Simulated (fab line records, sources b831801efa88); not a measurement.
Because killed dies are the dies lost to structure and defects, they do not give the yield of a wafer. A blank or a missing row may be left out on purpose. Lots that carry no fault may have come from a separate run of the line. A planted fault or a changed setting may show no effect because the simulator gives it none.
The tool behind it: which one? | flow gf180mcu | 6 lots with 18 wafers sampled at 3 steps, on a route of 602 steps

== WHAT THE GAUGES READ, wafer by wafer ==
GF_V3_THK_MEAS_01.
lot  | measured     | on            | V3_CVD_00_THK (nm)
L916 | day 22 02:29 | film_metro-04 | 608 597 593
L918 | day 23 06:34 | film_metro-03 | 599 596 593
L924 | day 24 22:59 | film_metro-04 | 610 611 606
L926 | day 25 18:54 | film_metro-04 | 1213 1208 1207
L933 | day 28 00:02 | film_metro-03 | 615 613 617
L937 | day 29 02:10 | film_metro-03 | 611 614 608

== TOOL THAT RAN EACH LOT (tool first, then ch and the chambers of the sampled wafers, then the start) ==
lot  | GF_M3_SPUTTER_02             | GF_V3_CVD_00
L916 | pvd_sputter-01, day 21 01:08 | hdpcvd-01 ch 0,1,2, day 22 02:24
L918 | pvd_sputter-01, day 22 05:51 | hdpcvd-01 ch 0,2, day 23 06:30
L924 | pvd_sputter-03, day 23 23:42 | hdpcvd-02 ch 0,1, day 24 22:53
L926 | pvd_sputter-03, day 24 17:01 | hdpcvd-02 ch 0,2, day 25 15:59
L933 | pvd_sputter-01, day 27 02:50 | hdpcvd-01 ch 1,2, day 27 23:58
L937 | pvd_sputter-01, day 28 06:09 | hdpcvd-02 ch 0,1,2, day 29 02:05
- GF_M3_SPUTTER_02: material AlCu, target thk 450 nm, time 23.9 s.
- GF_V3_CVD_00: deposits SiO2, target thk 600 nm, time 100 s.

== THE ANSWER, worked out from the rows above alone ==
Rule: the lots themselves supply what counts as usual. Put in order of their means at a reading, lots are off if they are a third of the lots or fewer, leave a main group of 4 or more, and stand apart from it by a gap of 3 or more times the standard deviation of the main group's means; of several such gaps the widest counts. The tables above print the reading to a certain number of digits; a main group whose means all agree to those digits is not used. A lot without any number at a reading at which 4 lots or more have one is off too. The other lots that the step has rows for count as sound.
Off: L926, at GF_V3_THK_MEAS_01 (V3_CVD_00_THK). Main group: mean 606 nm, sd 7.2.
A tool fits if, at a process step before that reading, it ran every lot that is off, and no sound lot after the first of them. Those tools and the gauges at GF_V3_THK_MEAS_01 are tried in the same way. Can't be told from this: 2 tools fit, pvd_sputter-03 at GF_M3_SPUTTER_02, film_metro-04 at GF_V3_THK_MEAS_01.

== WHAT HAD BEEN PUT IN BY THE SIMULATOR ==
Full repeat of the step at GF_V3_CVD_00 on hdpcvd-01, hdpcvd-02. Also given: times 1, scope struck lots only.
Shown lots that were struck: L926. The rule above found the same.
